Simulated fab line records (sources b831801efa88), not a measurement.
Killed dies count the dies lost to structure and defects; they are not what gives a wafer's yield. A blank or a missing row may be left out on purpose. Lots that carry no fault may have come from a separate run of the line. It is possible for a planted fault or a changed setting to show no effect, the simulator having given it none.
Matching of chambers ; flow sky130 ; SKY_SONOS_ONO_ETCH_15 on rie_diel-04: 4 sister chambers
The step etches the open film in CHF3/O2, target depth 19.52 nm, time 7.8 s. 4 wafers are shown with their chamber, then 7 later ones without.

WAFERS, EACH WITH ITS CHAMBER
wafer;chamber;drypump_motor_current_A (A)
L645.1;1;6.3
L645.5;2;5.5
L646.1;0;4.9
L646.2;3;5.4

WAFERS WHOSE CHAMBER IS MISSING
wafer;drypump_motor_current_A (A)
L646.4;6.2
L647.1;5.4
L647.2;6.2
L647.5;4.9
L648.2;4.9
L648.4;6.2
L648.5;5.5

WHICH CHAMBER EACH ONE RAN IN
wafer;from the rows above;in truth
L646.4;1;1
L647.1;can't be placed: 3 or 2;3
L647.2;1;1
L647.5;0;0
L648.2;0;0
L648.4;1;1
L648.5;can't be placed: 2 or 3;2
Correctly placed: 5 of 7. These rows do not allow placing 2 (true chamber among the candidates in 2). Wrongly placed: 0.
How it was worked out, from the rows above alone: a wafer's distance from a chamber is the root of the sum, over the readings, of the square of ((its reading less the chamber's mean) divided by the reading's scatter). If the next closest chamber is less than 2 further off than the closest, the wafer can't be placed; otherwise it belongs to the closest. The mean given for a chamber averages the wafers shown for that chamber. The scatter: with one shown wafer a chamber, the root of the mean of the squares of how far each hidden wafer lies from its nearest shown one.
